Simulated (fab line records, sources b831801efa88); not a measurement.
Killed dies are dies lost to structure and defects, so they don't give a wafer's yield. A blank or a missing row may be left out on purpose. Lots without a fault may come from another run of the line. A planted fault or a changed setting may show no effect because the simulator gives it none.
fab line records | flow sky130
record lots=5 wafers=15 last_day=50
route steps=708 shown DNWELL@40 PWDE@45 NWELL@56 VT_ADJUST_HVTP@85
lots that met no fault: from a run of the same line without faults
start_h: hours from the record's first day to the start of the lot's first wafer shown | wait_h: hours since the lot's step before | " the same as in the row above | L1.1+2: a row that stands for several wafers | - no value, or no start given | * or withheld: withheld | < > ~ a bound
route shown NAME@n: a module of which the file shows steps, and the number in the route of the first | usual: mean/standard deviation of fault-free wafers | same: alike in all rows | chamber/n: place in a boat | sites: the reading at each site | _std_site: their standard deviation | _edge_site: outer sites' mean less inner sites' | radius_mm: how far each site lies from the wafer's centre | mask NAME#n: copy n | behind: the tool/chamber that last shaped the wafer | hold: why the lot was held/for how many hours/how that ended | device: the transistor (n, p or np) that didn't switch | end of line: the same wafers' tests at the end of the route | a step without rows: its recipe alone | killed: dies lost to structure and defects at the first sort, not the wafer's yield | map: a wafer's dies, x killed, . not, _ none there
set.NAME: the setting as run; set.NAME@STEP: as run at that earlier step | model.NAME: the simulator's own value behind a step, which no gauge read
lots at some steps of the route; a table a step, a row a wafer
services: from which hour (start_h, from the record's first day; less than 0 if before it) a tool's chamber was out of use, for how many hours, and why
## steps
# step SKY_DNWELL_PEB_05
# recipe temp_c=115 time_s=withheld
# columns lot.wafer tool chamber start_h wait_h
L080.2+4+5 litho_track-04 0 - -
L085.3+5+6 litho_track-04 0 - -
L089.1+3+4 litho_track-01 0 - -
L090.4+5+6 litho_track-03 0 - -
L094.4+5+6 litho_track-03 0 - -
# step SKY_DNWELL_DEVELOP_06
# recipe wall_angle_deg=90 developer=TMAH develop_time_s=60 dev_temp_c=23
# columns lot.wafer tool chamber start_h wait_h
L080.2+4+5 litho_track-04 0 - -
L085.3+5+6 litho_track-04 0 - -
L089.1+3+4 litho_track-01 0 - -
L090.4+5+6 litho_track-03 0 - -
L094.4+5+6 litho_track-03 0 - -
# step SKY_DNWELL_IMPLANT_07
# recipe species=P energy_kev=withheld dose_cm2=withheld tilt_deg=withheld
# columns lot.wafer tool chamber start_h wait_h
L080.2+4+5 implanter-03 0 84.56 -
L085.3+5+6 implanter-03 0 112.08 -
L089.1+3+4 implanter-02 0 147.49 -
L090.4+5+6 implanter-03 0 158.91 -
L094.4+5+6 implanter-02 0 177.16 -
# step SKY_DNWELL_STRIP_08
# recipe chemistry=O2/N2 power_w=1400 pressure_mtorr=1500 platen_temp_c=withheld o2_flow_sccm=3000 n2_flow_sccm=300 overash_fraction=0.5
# usual drypump_motor_current_A=5.8/0.42 n2_flow_sccm=300.0/0.9 oes_product_au=0.722/0.0045 strip_time_to_endpoint_s=36.92/0.11
# columns lot.wafer tool chamber start_h wait_h drypump_motor_current_A n2_flow_sccm oes_product_au rf_hours_counter_h strip_time_to_endpoint_s
L080.2 plasma_asher-04 0 84.68 0.1 5.8 300.4 0.720 41 37.03
L080.4 " 1 " " 5.7 301.9 0.728 - 36.89
L080.5 " 0 " " 5.8 300.4 0.721 - 36.96
L085.3 plasma_asher-04 1 112.22 0.1 5.8 300.4 0.715 - 36.78
L085.5 " 0 " " 5.8 299.0 0.722 - 36.70
L085.6 " 1 " " 5.7 301.8 0.729 - 36.76
L089.1 plasma_asher-01 0 147.64 0.1 5.6 301.7 0.722 44 37.00
L089.3 " 0 " " 5.6 299.6 0.725 - 37.07
L089.4 " 1 " " 6.6 300.5 0.716 - 37.04
L090.4 plasma_asher-01 0 159.02 0.1 5.5 299.9 0.720 - 36.68
L090.5 " 1 " " 6.6 300.7 0.723 - 36.66
L090.6 " 0 " " 5.6 299.7 0.715 - 36.69
L094.4 plasma_asher-03 1 177.27 0.1 5.5 299.9 0.723 - 37.10
L094.5 " 1 " " 5.6 298.3 0.722 - 36.97
L094.6 " 0 " " 5.2 299.5 0.726 - 37.00
# step SKY_DNWELL_TW_MEAS_09
# usual DNWELL_TW=1108/6.8
# columns lot.wafer tool chamber start_h wait_h DNWELL_TW
L080.2 film_metro-04 - 84.79 0.1 1108
L080.4 " - " " 1110
L080.5 " - " " 1107
L085.3 film_metro-04 - 112.30 0.1 1105
L085.5 " - " " 1104
L085.6 " - " " 1102
L089.1 film_metro-01 - 147.74 0.1 1100
L089.3 " - " " 1098
L089.4 " - " " 1105
L090.4 film_metro-01 - 159.12 0.1 1106
L090.5 " - " " 1101
L090.6 " - " " 1094
L094.4 film_metro-02 - 177.37 0.1 1093
L094.5 " - " " 1093
L094.6 " - " " 1092
# step SKY_PWDE_DEHYDRATE_00
# recipe temp_c=200 time_s=60
# same time_s=60
# columns lot.wafer tool chamber start_h wait_h
L080.2+4+5 litho_track-04 0 92.66 7.9
L085.3+5+6 litho_track-04 0 120.03 7.7
L089.1+3+4 litho_track-03 0 156.04 8.3
L090.4+5+6 litho_track-02 0 168.45 9.3
L094.4+5+6 litho_track-04 0 186.41 9.0
# step SKY_PWDE_HMDS_01
# recipe prime_time_s=60 prime_temp_c=120
# columns lot.wafer tool chamber start_h wait_h
L080.2+4+5 litho_track-04 0 92.81 0.1
L085.3+5+6 litho_track-04 0 120.18 0.1
L089.1+3+4 litho_track-03 0 156.19 0.1
L090.4+5+6 litho_track-02 0 168.60 0.1
L094.4+5+6 litho_track-04 0 186.56 0.1
# step SKY_PWDE_COAT_02
# recipe spin_rpm=2000 resist_thk_nm=3000
# columns lot.wafer tool chamber start_h wait_h
L080.2+4+5 litho_track-04 0 92.96 0.1
L085.3+5+6 litho_track-04 0 120.33 0.1
L089.1+3+4 litho_track-03 0 156.34 0.1
L090.4+5+6 litho_track-02 0 168.75 0.1
L094.4+5+6 litho_track-04 0 186.71 0.1
# step SKY_PWDE_SOFTBAKE_03
# recipe temp_c=110 time_s=withheld
# columns lot.wafer tool chamber start_h wait_h
L080.2+4+5 litho_track-04 0 93.12 0.1
L085.3+5+6 litho_track-04 0 120.50 0.1
L089.1+3+4 litho_track-03 0 156.49 0.1
L090.4+5+6 litho_track-02 0 168.92 0.1
L094.4+5+6 litho_track-04 0 186.88 0.1
# step SKY_PWDE_EXPOSE_04
# recipe mask_id=PWDEM na=0.6 source_shape=conventional sigma_outer=0.6 polarization=unpolarized target_cd_nm=840 dose_mj=214
# columns lot.wafer tool chamber start_h wait_h mask
L080.2+4+5 iline_stepper-01 0 - - PWDEM#0
L085.3+5+6 iline_stepper-02 0 - - PWDEM#0
L089.1+3+4 iline_stepper-01 0 - - PWDEM#0
L090.4+5+6 iline_stepper-02 0 - - PWDEM#0
L094.4+5+6 iline_stepper-01 0 - - PWDEM#0
# step SKY_PWDE_PEB_05
# recipe temp_c=115 time_s=withheld
# columns lot.wafer tool chamber start_h wait_h
L080.2+4+5 litho_track-02 0 - -
L085.3+5+6 litho_track-03 0 - -
L089.1+3+4 litho_track-03 0 - -
L090.4+5+6 litho_track-02 0 - -
L094.4+5+6 litho_track-04 0 - -
# step SKY_PWDE_DEVELOP_06
# recipe wall_angle_deg=90 developer=TMAH develop_time_s=60 dev_temp_c=23
# columns lot.wafer tool chamber start_h wait_h
L080.2+4+5 litho_track-02 0 - -
L085.3+5+6 litho_track-03 0 - -
L089.1+3+4 litho_track-03 0 - -
L090.4+5+6 litho_track-02 0 - -
L094.4+5+6 litho_track-04 0 - -
# step SKY_PWDE_OVL_MEAS_07
# usual PWDE_OVL=-0.5/1.5
# columns lot.wafer tool chamber start_h wait_h PWDE_OVL[nm]
L080.2 overlay-01 - 101.88 - 0.5
L080.4 " - " " 2.7
L080.5 " - " " 0.5
L085.3 overlay-01 - 129.55 - -0.9
L085.5 " - " " -3.1
L085.6 " - " " -2.5
L089.1 overlay-01 - 165.59 - -1.9
L089.3 " - " " -0.4
L089.4 " - " " 1.1
L090.4 overlay-01 - 178.44 - 1.4
L090.5 " - " " -2.5
L090.6 " - " " 0.1
L094.4 overlay-02 - 198.00 - 1.3
L094.5 " - " " 2.4
L094.6 " - " " -0.4
# step SKY_PWDE_IMPLANT_08
# recipe species=B energy_kev=150 dose_cm2=3.6e+12 tilt_deg=withheld
# columns lot.wafer tool chamber start_h wait_h
L080.2+4+5 implanter-04 0 101.94 0.0
L085.3+5+6 implanter-03 0 129.62 0.1
L089.1+3+4 implanter-01 0 165.63 0.0
L090.4+5+6 implanter-03 0 178.54 0.1
L094.4+5+6 implanter-03 0 198.09 0.1
# step SKY_PWDE_STRIP_09
# recipe chemistry=O2/N2 power_w=1400 pressure_mtorr=1500 platen_temp_c=withheld o2_flow_sccm=3000 n2_flow_sccm=300 overash_fraction=0.5
# usual drypump_motor_current_A=5.8/0.46 n2_flow_sccm=299.9/0.83 oes_product_au=0.722/0.0041 strip_time_to_endpoint_s=36.91/0.092
# columns lot.wafer tool chamber start_h wait_h drypump_motor_current_A n2_flow_sccm oes_product_au rf_hours_counter_h strip_time_to_endpoint_s
L080.2 plasma_asher-03 0 102.06 0.1 5.2 299.1 0.722 42 36.96
L080.4 " 0 " " 5.2 300.3 0.715 - 36.94
L080.5 " 0 " " 5.2 300.5 0.722 - 37.04
L085.3 plasma_asher-02 1 129.75 0.1 6.1 299.2 0.721 - 36.93
L085.5 " 1 " " 6.1 298.4 0.723 - 36.90
L085.6 " 0 " " 6.0 300.3 0.716 - 36.95
L089.1 plasma_asher-01 0 165.78 0.1 5.6 299.4 0.719 46 36.94
L089.3 " 1 " " 6.6 298.4 0.716 - 36.88
L089.4 " 0 " " 5.6 299.6 0.723 - 36.84
L090.4 plasma_asher-03 0 178.64 0.1 5.2 299.6 0.724 - 36.89
L090.5 " 1 " " 5.6 299.2 0.720 - 36.84
L090.6 " 0 " " 5.2 300.5 0.725 - 36.95
L094.4 plasma_asher-01 0 198.20 0.1 5.6 300.6 0.721 - 36.85
L094.5 " 1 " " 6.6 298.9 0.725 - 36.84
L094.6 " 0 " " 5.6 299.4 0.722 - 36.81
# step SKY_PWDE_TW_MEAS_10
# usual PWDE_TW=372.3/2.7
# columns lot.wafer tool chamber start_h wait_h PWDE_TW
L080.2 film_metro-04 - 102.17 0.1 368.4
L080.4 " - " " 372.4
L080.5 " - " " 372.9
L085.3 film_metro-01 - 129.84 0.1 376.1
L085.5 " - " " 376.3
L085.6 " - " " 377.3
L089.1 film_metro-01 - 165.88 0.1 372.0
L089.3 " - " " 369.0
L089.4 " - " " 368.8
L090.4 film_metro-04 - 178.74 0.1 373.5
L090.5 " - " " 372.3
L090.6 " - " " 373.1
L094.4 film_metro-04 - 198.30 0.1 371.1
L094.5 " - " " 371.1
L094.6 " - " " 369.7
# step SKY_NWELL_DEHYDRATE_03
# recipe temp_c=200 time_s=60
# same time_s=60
# columns lot.wafer tool chamber start_h wait_h
L080.2+4+5 litho_track-01 0 110.72 8.5
L085.3+5+6 litho_track-02 0 137.82 8.0
L089.1+3+4 litho_track-02 0 174.57 8.7
L090.4+5+6 litho_track-02 0 188.15 9.4
L094.4+5+6 litho_track-02 0 207.75 9.4
# step SKY_NWELL_HMDS_04
# recipe prime_time_s=60 prime_temp_c=120
# columns lot.wafer tool chamber start_h wait_h
L080.2+4+5 litho_track-01 0 110.87 0.1
L085.3+5+6 litho_track-02 0 137.97 0.1
L089.1+3+4 litho_track-02 0 174.72 0.1
L090.4+5+6 litho_track-02 0 188.30 0.1
L094.4+5+6 litho_track-02 0 207.90 0.1
# step SKY_NWELL_COAT_05
# recipe spin_rpm=2000 resist_thk_nm=3000
# columns lot.wafer tool chamber start_h wait_h
L080.2+4+5 litho_track-01 0 111.02 0.1
L085.3+5+6 litho_track-02 0 138.12 0.1
L089.1+3+4 litho_track-02 0 174.87 0.1
L090.4+5+6 litho_track-02 0 188.45 0.1
L094.4+5+6 litho_track-02 0 208.05 0.1
# step SKY_NWELL_SOFTBAKE_06
# recipe temp_c=110 time_s=withheld
# columns lot.wafer tool chamber start_h wait_h
L080.2+4+5 litho_track-01 0 111.18 0.1
L085.3+5+6 litho_track-02 0 138.29 0.1
L089.1+3+4 litho_track-02 0 175.02 0.1
L090.4+5+6 litho_track-02 0 188.62 0.1
L094.4+5+6 litho_track-02 0 208.22 0.1
# step SKY_NWELL_EXPOSE_07
# recipe mask_id=NWM na=0.6 source_shape=conventional sigma_outer=0.6 polarization=unpolarized target_cd_nm=840 dose_mj=255
# columns lot.wafer tool chamber start_h wait_h mask
L080.2+4+5 iline_stepper-01 0 - - NWM#0
L085.3+5+6 iline_stepper-01 0 - - NWM#0
L089.1+3+4 iline_stepper-01 0 - - NWM#0
L090.4+5+6 iline_stepper-01 0 - - NWM#0
L094.4+5+6 iline_stepper-01 0 - - NWM#0
# step SKY_NWELL_PEB_08
# recipe temp_c=115 time_s=withheld
# columns lot.wafer tool chamber start_h wait_h
L080.2+4+5 litho_track-04 0 - -
L085.3+5+6 litho_track-04 0 - -
L089.1+3+4 litho_track-02 0 - -
L090.4+5+6 litho_track-04 0 - -
L094.4+5+6 litho_track-02 0 - -
# step SKY_NWELL_DEVELOP_09
# recipe wall_angle_deg=90 developer=TMAH develop_time_s=60 dev_temp_c=23
# columns lot.wafer tool chamber start_h wait_h
L080.2+4+5 litho_track-04 0 - -
L085.3+5+6 litho_track-04 0 - -
L089.1+3+4 litho_track-02 0 - -
L090.4+5+6 litho_track-04 0 - -
L094.4+5+6 litho_track-02 0 - -
# step SKY_NWELL_OVL_MEAS_10
# usual NWELL_00_OVL=-1.7/1.2
# columns lot.wafer tool chamber start_h wait_h NWELL_00_OVL[nm]
L080.2 overlay-01 - 119.39 - -1.0
L080.4 " - " " -0.4
L080.5 " - " " -0.4
L085.3 overlay-01 - 147.30 - -0.7
L085.5 " - " " -1.1
L085.6 " - " " 0.3
L089.1 overlay-01 - 185.37 - -1.0
L089.3 " - " " -1.7
L089.4 " - " " -2.3
L090.4 overlay-02 - 199.60 - -1.7
L090.5 " - " " -2.0
L090.6 " - " " -1.0
L094.4 overlay-02 - 219.69 - -2.4
L094.5 " - " " -1.4
L094.6 " - " " -1.6
# step SKY_NWELL_IMPLANT_11
# recipe species=P energy_kev=400 dose_cm2=1.9e+13 tilt_deg=withheld
# columns lot.wafer tool chamber start_h wait_h
L080.2+4+5 implanter-02 0 119.45 0.0
L085.3+5+6 implanter-01 0 147.37 0.1
L089.1+3+4 implanter-02 0 185.41 0.0
L090.4+5+6 implanter-01 0 199.69 0.1
L094.4+5+6 implanter-01 0 219.79 0.1
# step SKY_NWELL_IMPLANT_12
# recipe species=P energy_kev=120 dose_cm2=1.3e+12 tilt_deg=withheld
# columns lot.wafer tool chamber start_h wait_h
L080.2+4+5 implanter-02 0 119.60 0.1
L085.3+5+6 implanter-01 0 147.52 0.1
L089.1+3+4 implanter-02 0 185.56 0.1
L090.4+5+6 implanter-01 0 199.84 0.1
L094.4+5+6 implanter-01 0 219.94 0.1
# step SKY_NWELL_IMPLANT_13
# recipe species=P energy_kev=50 dose_cm2=7e+11 tilt_deg=withheld
# columns lot.wafer tool chamber start_h wait_h
L080.2+4+5 implanter-02 0 119.75 0.1
L085.3+5+6 implanter-01 0 147.67 0.1
L089.1+3+4 implanter-02 0 185.71 0.1
L090.4+5+6 implanter-01 0 199.99 0.1
L094.4+5+6 implanter-01 0 220.09 0.1
# step SKY_NWELL_STRIP_14
# recipe chemistry=O2/N2 power_w=1400 pressure_mtorr=1500 platen_temp_c=withheld o2_flow_sccm=3000 n2_flow_sccm=300 overash_fraction=0.5
# usual drypump_motor_current_A=5.9/0.37 n2_flow_sccm=300.0/0.92 oes_product_au=0.723/0.0042 strip_time_to_endpoint_s=36.92/0.081
# columns lot.wafer tool chamber start_h wait_h drypump_motor_current_A n2_flow_sccm oes_product_au rf_hours_counter_h strip_time_to_endpoint_s
L080.2 plasma_asher-04 1 119.87 0.1 5.7 299.2 0.724 45 37.04
L080.4 " 0 " " 5.8 300.5 0.730 - 37.04
L080.5 " 1 " " 5.7 299.7 0.727 - 37.08
L085.3 plasma_asher-04 0 147.80 0.1 5.8 299.6 0.729 - 36.93
L085.5 " 1 " " 5.7 298.8 0.724 - 36.96
L085.6 " 0 " " 5.8 299.8 0.727 - 36.90
L089.1 plasma_asher-04 1 185.86 0.1 5.7 300.2 0.718 50 36.86
L089.3 " 0 " " 5.8 299.8 0.715 - 36.90
L089.4 " 1 " " 5.7 300.2 0.720 - 36.84
L090.4 plasma_asher-04 0 200.10 0.1 5.8 298.5 0.731 - 36.98
L090.5 " 0 " " 5.8 300.5 0.728 - 36.95
L090.6 " 1 " " 5.7 299.3 0.722 - 36.79
L094.4 plasma_asher-04 1 220.19 0.1 5.7 301.0 0.731 - 36.81
L094.5 " 0 " " 5.8 300.4 0.721 - 36.81
L094.6 " 1 " " 5.7 301.1 0.725 - 36.82
# step SKY_NWELL_TW_MEAS_15
# usual NWELL_TW=1811/12
# columns lot.wafer tool chamber start_h wait_h NWELL_TW
L080.2 film_metro-02 - 119.98 0.1 1807
L080.4 " - " " 1803
L080.5 " - " " 1809
L085.3 film_metro-04 - 147.89 0.1 1806
L085.5 " - " " 1808
L085.6 " - " " 1809
L089.1 film_metro-02 - 185.96 0.1 1801
L089.3 " - " " 1813
L089.4 " - " " 1806
L090.4 film_metro-01 - 200.20 0.1 1808
L090.5 " - " " 1820
L090.6 " - " " 1809
L094.4 film_metro-02 - 220.29 0.1 1807
L094.5 " - " " 1803
L094.6 " - " " 1796
# step SKY_NWELL_DEHYDRATE_16
# recipe temp_c=200 time_s=60
# same time_s=60
# columns lot.wafer tool chamber start_h wait_h
L080.2+4+5 litho_track-02 0 127.85 7.9
L085.3+5+6 litho_track-01 0 156.09 8.2
L089.1+3+4 litho_track-02 0 195.62 9.7
L090.4+5+6 litho_track-01 0 209.37 9.2
L094.4+5+6 litho_track-02 0 230.05 9.7
# step SKY_NWELL_HMDS_17
# recipe prime_time_s=60 prime_temp_c=120
# columns lot.wafer tool chamber start_h wait_h
L080.2+4+5 litho_track-02 0 128.00 0.1
L085.3+5+6 litho_track-01 0 156.24 0.1
L089.1+3+4 litho_track-02 0 195.77 0.1
L090.4+5+6 litho_track-01 0 209.52 0.1
L094.4+5+6 litho_track-02 0 230.20 0.1
# step SKY_NWELL_COAT_18
# recipe spin_rpm=2000 resist_thk_nm=3000
# columns lot.wafer tool chamber start_h wait_h
L080.2+4+5 litho_track-02 0 128.15 0.1
L085.3+5+6 litho_track-01 0 156.39 0.1
L089.1+3+4 litho_track-02 0 195.92 0.1
L090.4+5+6 litho_track-01 0 209.67 0.1
L094.4+5+6 litho_track-02 0 230.35 0.1
# step SKY_NWELL_SOFTBAKE_19
# recipe temp_c=110 time_s=withheld
# columns lot.wafer tool chamber start_h wait_h
L080.2+4+5 litho_track-02 0 128.31 0.1
L085.3+5+6 litho_track-01 0 156.56 0.1
L089.1+3+4 litho_track-02 0 196.07 0.1
L090.4+5+6 litho_track-01 0 209.84 0.1
L094.4+5+6 litho_track-02 0 230.52 0.1
# step SKY_NWELL_EXPOSE_20
# recipe mask_id=NWM_COMPLEMENT na=0.6 source_shape=conventional sigma_outer=0.6 polarization=unpolarized target_cd_nm=840 dose_mj=260
# columns lot.wafer tool chamber start_h wait_h mask
L080.2+4+5 iline_stepper-01 0 - - NWM_COMPLEMENT#0
L085.3+5+6 iline_stepper-01 0 - - NWM_COMPLEMENT#0
L089.1+3+4 iline_stepper-02 0 - - NWM_COMPLEMENT#0
L090.4+5+6 iline_stepper-01 0 - - NWM_COMPLEMENT#0
L094.4+5+6 iline_stepper-02 0 - - NWM_COMPLEMENT#0
# step SKY_NWELL_PEB_21
# recipe temp_c=115 time_s=withheld
# columns lot.wafer tool chamber start_h wait_h
L080.2+4+5 litho_track-01 0 - -
L085.3+5+6 litho_track-01 0 - -
L089.1+3+4 litho_track-02 0 - -
L090.4+5+6 litho_track-01 0 - -
L094.4+5+6 litho_track-02 0 - -
# step SKY_NWELL_DEVELOP_22
# recipe wall_angle_deg=90 developer=TMAH develop_time_s=60 dev_temp_c=23
# columns lot.wafer tool chamber start_h wait_h
L080.2+4+5 litho_track-01 0 - -
L085.3+5+6 litho_track-01 0 - -
L089.1+3+4 litho_track-02 0 - -
L090.4+5+6 litho_track-01 0 - -
L094.4+5+6 litho_track-02 0 - -
# step SKY_NWELL_OVL_MEAS_23
# usual NWELL_01_OVL=-0.8/1.5
# columns lot.wafer tool chamber start_h wait_h NWELL_01_OVL[nm]
L080.2 overlay-02 - 137.15 - 0.2
L080.4 " - " " -0.1
L080.5 " - " " -0.8
L085.3 overlay-01 - 165.66 - -1.8
L085.5 " - " " -1.6
L085.6 " - " " -1.8
L089.1 overlay-01 - 206.42 - 1.1
L089.3 " - " " 0.6
L089.4 " - " " 0.8
L090.4 overlay-02 - 220.71 - -2.1
L090.5 " - " " -1.8
L090.6 " - " " -1.1
L094.4 overlay-02 - 242.44 - 2.1
L094.5 " - " " 0.5
L094.6 " - " " 2.9
# step SKY_NWELL_IMPLANT_24
# recipe species=B energy_kev=140 dose_cm2=9.2e+12 tilt_deg=withheld
# columns lot.wafer tool chamber start_h wait_h
L080.2+4+5 implanter-01 0 137.20 0.0
L085.3+5+6 implanter-01 0 165.83 0.2
L089.1+3+4 implanter-02 0 206.46 0.0
L090.4+5+6 implanter-04 0 220.80 0.1
L094.4+5+6 implanter-04 0 242.54 0.1
# step SKY_NWELL_STRIP_25
# recipe chemistry=O2/N2 power_w=1400 pressure_mtorr=1500 platen_temp_c=withheld o2_flow_sccm=3000 n2_flow_sccm=300 overash_fraction=0.5
# usual drypump_motor_current_A=5.9/0.34 n2_flow_sccm=299.9/0.85 oes_product_au=0.723/0.0044 strip_time_to_endpoint_s=36.90/0.12
# columns lot.wafer tool chamber start_h wait_h drypump_motor_current_A n2_flow_sccm oes_product_au rf_hours_counter_h strip_time_to_endpoint_s
L080.2 plasma_asher-01 0 137.33 0.1 5.6 299.7 0.726 43 36.97
L080.4 " 1 " " 6.6 298.7 0.722 - 36.90
L080.5 " 0 " " 5.6 299.2 0.733 - 36.92
L085.3 plasma_asher-04 0 165.96 0.1 5.8 299.3 0.731 - 36.95
L085.5 " 1 " " 5.7 299.1 0.725 - 36.84
L085.6 " 0 " " 5.8 299.1 0.724 - 36.99
L089.1 plasma_asher-01 0 206.61 0.1 5.6 299.0 0.723 50 36.55
L089.3 " 0 " " 5.6 299.5 0.719 - 36.64
L089.4 " 1 " " 6.5 299.7 0.724 - 36.63
L090.4 plasma_asher-04 0 220.91 0.1 5.8 299.4 0.731 - 36.82
L090.5 " 1 " " 5.7 299.6 0.712 - 36.97
L090.6 " 0 " " 5.8 298.1 0.722 - 36.84
L094.4 plasma_asher-02 1 242.64 0.1 6.1 299.4 0.719 - 36.76
L094.5 " 0 " " 6.0 299.7 0.717 - 36.89
L094.6 " 1 " " 6.1 299.8 0.721 - 36.76
# step SKY_NWELL_TW_MEAS_26
# usual NWELL_2_TW=494/3.3
# columns lot.wafer tool chamber start_h wait_h NWELL_2_TW
L080.2 film_metro-02 - 137.44 0.1 493
L080.4 " - " " 496
L080.5 " - " " 493
L085.3 film_metro-04 - 166.05 0.1 496
L085.5 " - " " 494
L085.6 " - " " 493
L089.1 film_metro-01 - 206.71 0.1 493
L089.3 " - " " 498
L089.4 " - " " 494
L090.4 film_metro-02 - 221.01 0.1 491
L090.5 " - " " 493
L090.6 " - " " 491
L094.4 film_metro-01 - 242.74 0.1 500
L094.5 " - " " 499
L094.6 " - " " 498
# step SKY_NWELL_CLEAN_27
# recipe chemistry=SC1/SC2 mix=1:4:20 temp_c=70 time_s=150 dry=n2_spin
# same time_s=150
# columns lot.wafer tool chamber start_h wait_h
L080.2+4+5 wet_bench-03 2 137.49 0.0
L085.3+5+6 wet_bench-01 1 166.09 0.0
L089.1+3+4 wet_bench-01 0 206.77 0.1
L090.4+5+6 wet_bench-04 3 221.04 0.0
L094.4+5+6 wet_bench-04 1 242.77 0.0
# step SKY_NWELL_RTA_28
# recipe temp_c=1050 time_s=30 idle_temp_c=650 ramp_up_c_per_s=150 ramp_down_c_per_s=90 ambient=N2
# usual lamp_power_pct=25.30/0.055 ramp_down_c_per_s=89.999/0.015 wafer_temp_C_max=1055.0/0.97
# same time_s=30
# columns lot.wafer tool chamber start_h wait_h lamp_power_pct ramp_down_c_per_s wafer_temp_C_max
L080.2 rtp_anneal-02 0 137.56 0.0 25.32 90.025 1054.6
L080.4 " 0 " " 25.25 89.979 1053.5
L080.5 " 0 " " 25.34 89.966 1053.3
L085.3 rtp_anneal-02 0 166.18 0.0 25.30 89.999 1055.7
L085.5 " 0 " " 25.33 90.009 1054.3
L085.6 " 0 " " 25.30 89.998 1055.5
L089.1 rtp_anneal-02 0 206.82 0.0 25.35 90.012 1054.5
L089.3 " 0 " " 25.25 89.995 1055.1
L089.4 " 0 " " 25.33 90.001 1055.7
L090.4 rtp_anneal-01 0 221.15 0.1 25.34 89.993 1054.4
L090.5 " 0 " " 25.26 89.968 1054.7
L090.6 " 0 " " 25.23 90.006 1055.6
L094.4 rtp_anneal-01 0 242.88 0.1 25.32 89.989 1055.5
L094.5 " 0 " " 25.30 89.992 1055.1
L094.6 " 0 " " 25.35 89.979 1054.3
# step SKY_NWELL_RS_MEAS_29
# recipe thk_meas_gauge=four-point-probe
# usual NWELL_RS=624.6/1.9
# columns lot.wafer tool chamber start_h wait_h NWELL_RS[ohm/sq]
L080.2 film_metro-01 - 137.66 0.1 625.0
L080.4 " - " " 623.9
L080.5 " - " " 624.1
L085.3 film_metro-01 - 166.29 0.1 623.0
L085.5 " - " " 626.1
L085.6 " - " " 623.4
L089.1 film_metro-04 - 206.92 0.1 626.6
L089.3 " - " " 626.1
L089.4 " - " " 626.1
L090.4 film_metro-04 - 221.26 0.1 625.5
L090.5 " - " " 625.0
L090.6 " - " " 625.9
L094.4 film_metro-02 - 242.99 0.1 624.8
L094.5 " - " " 625.9
L094.6 " - " " 624.2
# step SKY_NWELL_RS_MEAS_31
# recipe thk_meas_gauge=four-point-probe
# usual PWDE_RS=5280/18
# columns lot.wafer tool chamber start_h wait_h PWDE_RS[ohm/sq]
L080.2 film_metro-01 - 137.90 0.1 5291
L080.4 " - " " 5296
L080.5 " - " " 5283
L085.3 film_metro-01 - 166.53 0.1 5249
L085.5 " - " " 5258
L085.6 " - " " 5263
L089.1 film_metro-04 - 207.16 0.1 5254
L089.3 " - " " 5279
L089.4 " - " " 5253
L090.4 film_metro-04 - 221.50 0.1 5267
L090.5 " - " " 5258
L090.6 " - " " 5282
L094.4 film_metro-02 - 243.23 0.1 5291
L094.5 " - " " 5277
L094.6 " - " " 5307
# step SKY_VT_ADJUST_HVTP_DEHYDRATE_00
# recipe temp_c=200 time_s=60
# same time_s=60
# columns lot.wafer tool chamber start_h wait_h
L080.2+4+5 litho_track-01 0 146.27 8.3
L085.3+5+6 litho_track-02 0 175.57 9.0
L089.1+3+4 litho_track-01 0 216.34 9.2
L090.4+5+6 litho_track-03 0 231.86 10.3
L094.4+5+6 litho_track-03 0 254.46 11.2
# step SKY_VT_ADJUST_HVTP_HMDS_01
# recipe prime_time_s=60 prime_temp_c=120
# columns lot.wafer tool chamber start_h wait_h
L080.2+4+5 litho_track-01 0 146.42 0.1
L085.3+5+6 litho_track-02 0 175.72 0.1
L089.1+3+4 litho_track-01 0 216.49 0.1
L090.4+5+6 litho_track-03 0 232.01 0.1
L094.4+5+6 litho_track-03 0 254.61 0.1
# step SKY_VT_ADJUST_HVTP_COAT_02
# recipe resist=NOVOLAK spin_rpm=3000 resist_thk_nm=1140
# columns lot.wafer tool chamber start_h wait_h
L080.2+4+5 litho_track-01 0 146.57 0.1
L085.3+5+6 litho_track-02 0 175.87 0.1
L089.1+3+4 litho_track-01 0 216.64 0.1
L090.4+5+6 litho_track-03 0 232.16 0.1
L094.4+5+6 litho_track-03 0 254.76 0.1
# step SKY_VT_ADJUST_HVTP_SOFTBAKE_03
# recipe temp_c=90 time_s=60 resist=NOVOLAK
# same time_s=60
# columns lot.wafer tool chamber start_h wait_h
L080.2+4+5 litho_track-01 0 146.72 0.1
L085.3+5+6 litho_track-02 0 176.02 0.1
L089.1+3+4 litho_track-01 0 216.79 0.1
L090.4+5+6 litho_track-03 0 232.31 0.1
L094.4+5+6 litho_track-03 0 254.91 0.1
# step SKY_VT_ADJUST_HVTP_EXPOSE_04
# recipe mask_id=HVTPM na=0.6 source_shape=conventional sigma_outer=0.6 polarization=unpolarized target_cd_nm=380 dose_mj=140
# columns lot.wafer tool chamber start_h wait_h mask
L080.2+4+5 iline_stepper-01 0 - - HVTPM#0
L085.3+5+6 iline_stepper-02 0 - - HVTPM#0
L089.1+3+4 iline_stepper-01 0 - - HVTPM#0
L090.4+5+6 iline_stepper-01 0 - - HVTPM#0
L094.4+5+6 iline_stepper-02 0 - - HVTPM#0
# step SKY_VT_ADJUST_HVTP_PEB_05
# recipe temp_c=withheld time_s=* resist=NOVOLAK
# same time_s=*
# columns lot.wafer tool chamber start_h wait_h
L080.2+4+5 litho_track-03 0 - -
L085.3+5+6 litho_track-01 0 - -
L089.1+3+4 litho_track-02 0 - -
L090.4+5+6 litho_track-01 0 - -
L094.4+5+6 litho_track-02 0 - -
## services
# columns tool chamber start_h hours kind
implanter-01 - 88.83 2.4 repair
plasma_asher-03 - 108.75 9.0 pm
iline_stepper-02 - 111.05 1.7 pm
rtp_anneal-02 - 116.55 5.2 pm
iline_stepper-02 - 138.11 1.6 repair
iline_stepper-02 - 142.89 5.6 repair
implanter-04 - 155.72 4.4 pm
plasma_asher-04 - 161.13 4.4 repair
implanter-03 - 162.19 3.7 repair
plasma_asher-02 - 163.91 2.8 pm
implanter-02 - 164.41 5.5 pm
iline_stepper-01 - 179.33 1.7 pm
implanter-01 - 187.90 3.5 repair
plasma_asher-01 - 206.96 1.0 repair
iline_stepper-02 - 215.07 3.0 repair
plasma_asher-01 - 218.87 2.1 repair
implanter-03 - 230.54 1.8 repair
implanter-02 - 232.10 0.6 repair
implanter-02 - 241.76 2.1 repair
implanter-03 - 242.06 2.6 repair
implanter-03 - 248.30 3.8 repair
implanter-01 - 256.97 2.7 repair
plasma_asher-04 - 257.49 4.1 repair
implanter-04 - 259.90 5.5 repair
## key
fault none
